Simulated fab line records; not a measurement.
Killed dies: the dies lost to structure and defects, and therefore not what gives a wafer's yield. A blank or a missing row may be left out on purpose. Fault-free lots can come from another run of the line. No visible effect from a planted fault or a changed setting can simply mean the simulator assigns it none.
Tool commonality check + flow sky130 + Sample size 10 lots and 36 wafers

== THE REASON FOR OPENING IT ==
SKY_SD_N_TW_MEAS_12, reading SD_N_TW: flagged on 2 of 10 lots. Wafers without a fault read 4002, standard deviation 37.
Rule: flag the lot when none of its wafers has a number, or when each of its wafers that has one lies beyond 4 standard deviations from that mean. As for the other lots, they are considered sound.

| lot  | measured     | on            | SD_N_TW, wafer by wafer | flag    |
|------|--------------|---------------|-------------------------|---------|
| L432 | day 27 22:58 | film-metro-02 | 3946 3927 3942          |         |
| L434 | day 28 23:48 | film-metro-02 | 3925 3912 3927          |         |
| L436 | day 29 16:47 | film-metro-04 | 4050 4030 4030          |         |
| L441 | day 30 23:54 | film-metro-04 | 30 30 30 30 30 30       | FLAGGED |
| L442 | day 31 01:35 | film-metro-04 | 30 30 30 30 30 30       | FLAGGED |
| L448 | day 33 06:08 | film-metro-04 | 4008 4005 3984          |         |
| L449 | day 33 10:03 | film-metro-03 | 4012 4031 4041          |         |
| L450 | day 33 22:29 | film-metro-04 | 4014 4005 4017          |         |
| L451 | day 34 05:50 | film-metro-04 | 3990 3993 3991          |         |
| L452 | day 34 10:19 | film-metro-04 | 3999 4000 3989          |         |
The numbers of the flagged lots are 30 on average: -3972 against the usual, or -99 or more standard deviations.

== TOOL THAT RAN EACH LOT ==
The record holds 3 process steps before the reading, out of a route of 708 steps. In each cell: the tool, then ch and the chambers that the sampled wafers went through, then the start.
| lot  | flag    | SKY_LDD_HVP_STRIP_09                 | SKY_RES_XHIGH_STRIP_08               | SKY_SD_N_STRIP_11                    |
|------|---------|--------------------------------------|--------------------------------------|--------------------------------------|
| L432 |         | plasma-asher-01 ch 0,1, day 21 13:37 | plasma-asher-02 ch 0,1, day 26 16:53 | plasma-asher-04 ch 0,1, day 27 22:52 |
| L434 |         | plasma-asher-01 ch 0,1, day 22 17:27 | plasma-asher-03 ch 0,1, day 27 18:40 | plasma-asher-01 ch 0,1, day 28 23:43 |
| L436 |         | plasma-asher-03 ch 0,1, day 23 11:44 | plasma-asher-03 ch 0,1, day 28 11:13 | plasma-asher-01 ch 0,1, day 29 16:41 |
| L441 | FLAGGED | plasma-asher-02 ch 1, day 24 20:25   | plasma-asher-02 ch 0,1, day 29 19:44 | plasma-asher-01 ch 0,1, day 30 23:47 |
| L442 | FLAGGED | plasma-asher-01 ch 0,1, day 24 23:52 | plasma-asher-02 ch 1, day 29 21:20   | plasma-asher-04 ch 0,1, day 31 01:29 |
| L448 |         | plasma-asher-01 ch 0,1, day 27 06:47 | plasma-asher-02 ch 0,1, day 32 02:31 | plasma-asher-01 ch 0,1, day 33 06:02 |
| L449 |         | plasma-asher-03 ch 0,1, day 27 11:03 | plasma-asher-02 ch 0,1, day 32 06:56 | plasma-asher-02 ch 0,1, day 33 09:58 |
| L450 |         | plasma-asher-01 ch 1, day 28 00:13   | plasma-asher-02 ch 0,1, day 32 19:08 | plasma-asher-04 ch 0,1, day 33 22:23 |
| L451 |         | plasma-asher-02 ch 0,1, day 28 09:10 | plasma-asher-01 ch 0,1, day 33 02:34 | plasma-asher-02 ch 0,1, day 34 05:45 |
| L452 |         | plasma-asher-02 ch 0,1, day 28 13:19 | plasma-asher-01 ch 0,1, day 33 07:34 | plasma-asher-02 ch 0,1, day 34 10:13 |
What is done by these steps:
- SKY_LDD_HVP_STRIP_09: strips in O2/N2.
- SKY_RES_XHIGH_STRIP_08: strips in O2/N2.
- SKY_SD_N_STRIP_11: strips in O2/N2.
- SKY_SD_N_TW_MEAS_12

== FLAGGED OVER TOTAL, TOOL BY TOOL (the gauges that took the reading come last) ==
| step                   | tool            | lots run | flagged | share of the flagged lots | sound lots run after its first flagged lot |
|------------------------|-----------------|----------|---------|---------------------------|--------------------------------------------|
| SKY_LDD_HVP_STRIP_09   | plasma-asher-01 | 5        | 1       | some                      | 2 (L448,L450)                              |
| SKY_LDD_HVP_STRIP_09   | plasma-asher-02 | 3        | 1       | some                      | 2 (L451,L452)                              |
| SKY_LDD_HVP_STRIP_09   | plasma-asher-03 | 2        | 0       | none                      | -                                          |
| SKY_RES_XHIGH_STRIP_08 | plasma-asher-01 | 2        | 0       | none                      | -                                          |
| SKY_RES_XHIGH_STRIP_08 | plasma-asher-02 | 6        | 2       | all                       | 3 (L448,L449,L450)                         |
| SKY_RES_XHIGH_STRIP_08 | plasma-asher-03 | 2        | 0       | none                      | -                                          |
| SKY_SD_N_STRIP_11      | plasma-asher-01 | 4        | 1       | some                      | 1 (L448)                                   |
| SKY_SD_N_STRIP_11      | plasma-asher-02 | 3        | 0       | none                      | -                                          |
| SKY_SD_N_STRIP_11      | plasma-asher-04 | 3        | 1       | some                      | 1 (L450)                                   |
| SKY_SD_N_TW_MEAS_12    | film-metro-02   | 2        | 0       | none                      | -                                          |
| SKY_SD_N_TW_MEAS_12    | film-metro-03   | 1        | 0       | none                      | -                                          |
| SKY_SD_N_TW_MEAS_12    | film-metro-04   | 7        | 2       | all                       | 4 (L448,L450,L451,L452)                    |

== WHAT THE TABLE ALLOWS ==
In 2 table rows, all flagged lots were run: plasma-asher-02 (SKY_RES_XHIGH_STRIP_08), film-metro-04 (SKY_SD_N_TW_MEAS_12).
- plasma-asher-02 at SKY_RES_XHIGH_STRIP_08 ran 6 lots, 2 of them flagged. Lots that were sound ran on it after the first flagged one (L448, L449, L450); a persistent fault on the entire tool would not allow that. On the flagged lots its readings are blank where sound lots have values: chamber-pressure-mTorr, drypump-motor-current-A, oes-product-au, strip-time-to-endpoint-s.
- film-metro-04 at SKY_SD_N_TW_MEAS_12 ran 7 lots, 2 of them flagged. Lots that were sound ran on it after the first flagged one (L448, L450, L451, L452); a persistent fault on the entire tool would not allow that.
Every row of the table either missed a flagged lot or ran a sound lot after the first.

== WHAT THE SIMULATOR PUT IN ==
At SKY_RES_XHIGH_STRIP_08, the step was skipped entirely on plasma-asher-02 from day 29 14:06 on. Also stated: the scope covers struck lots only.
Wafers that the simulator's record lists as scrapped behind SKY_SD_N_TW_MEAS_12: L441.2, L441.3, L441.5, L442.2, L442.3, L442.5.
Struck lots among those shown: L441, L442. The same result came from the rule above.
